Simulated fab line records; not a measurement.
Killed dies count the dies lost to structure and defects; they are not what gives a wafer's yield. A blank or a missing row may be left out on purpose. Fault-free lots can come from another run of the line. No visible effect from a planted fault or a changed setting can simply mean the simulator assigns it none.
Matching of chambers / flow gf180mcu / cmp-02 running GF_CONTACT_CMP_27: 4 sister chambers
The step polishes, stops on SiO2, t overpolish 15 s, target thk 0 nm. 8 wafers are shown with their chamber, then 8 later ones without.

== WAFERS, EACH WITH ITS CHAMBER ==
wafer=L991.2; chamber=2; time_to_endpoint_s (s)=69; overpolish_run_s (s)=15.006
wafer=L991.5; chamber=3; time_to_endpoint_s (s)=72; overpolish_run_s (s)=15.002
wafer=L996.4; chamber=2; time_to_endpoint_s (s)=69; overpolish_run_s (s)=15.001
wafer=L997.6; chamber=3; time_to_endpoint_s (s)=75; overpolish_run_s (s)=15.002
wafer=L999.1; chamber=1; time_to_endpoint_s (s)=71; overpolish_run_s (s)=14.999
wafer=L999.3; chamber=0; time_to_endpoint_s (s)=77; overpolish_run_s (s)=14.999
wafer=L999.6; chamber=1; time_to_endpoint_s (s)=73; overpolish_run_s (s)=15.001
wafer=L107.2; chamber=0; time_to_endpoint_s (s)=76; overpolish_run_s (s)=14.986

== WAFERS WITH NO CHAMBER GIVEN ==
wafer=L107.4; time_to_endpoint_s (s)=74; overpolish_run_s (s)=14.994
wafer=L107.5; time_to_endpoint_s (s)=73; overpolish_run_s (s)=14.989
wafer=L108.3; time_to_endpoint_s (s)=73; overpolish_run_s (s)=15.004
wafer=L108.4; time_to_endpoint_s (s)=68; overpolish_run_s (s)=15.005
wafer=L108.6; time_to_endpoint_s (s)=68; overpolish_run_s (s)=15.006
wafer=L109.1; time_to_endpoint_s (s)=66; overpolish_run_s (s)=15.015
wafer=L109.2; time_to_endpoint_s (s)=69; overpolish_run_s (s)=15.006
wafer=L109.5; time_to_endpoint_s (s)=70; overpolish_run_s (s)=14.995

== WHICH CHAMBER EACH WENT THROUGH ==
wafer=L107.4; from the rows above=can't be placed: 3 or 0 or 1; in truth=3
wafer=L107.5; from the rows above=can't be placed: 1 or 3 or 0 or 2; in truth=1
wafer=L108.3; from the rows above=can't be placed: 3 or 1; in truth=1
wafer=L108.4; from the rows above=2; in truth=2
wafer=L108.6; from the rows above=2; in truth=2
wafer=L109.1; from the rows above=2; in truth=2
wafer=L109.2; from the rows above=2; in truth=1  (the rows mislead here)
wafer=L109.5; from the rows above=can't be placed: 1 or 2 or 3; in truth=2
Placed correctly: 3 of 8. Not placeable from these rows: 4 (in 4, the candidates include the true chamber). 1 placed wrongly.
How it was worked out, from the rows above alone: a wafer's distance from a chamber is the root of the sum, over the readings, of the square of ((its reading less the chamber's mean) divided by the reading's scatter). If the next closest chamber is less than 2 further off than the closest, the wafer can't be placed; otherwise it belongs to the closest. For every chamber, the mean is computed from those of its wafers that are shown. The scatter: the root of (the sum of the squares of (reading less its chamber's mean) over the shown wafers, divided by (wafers less chambers)).
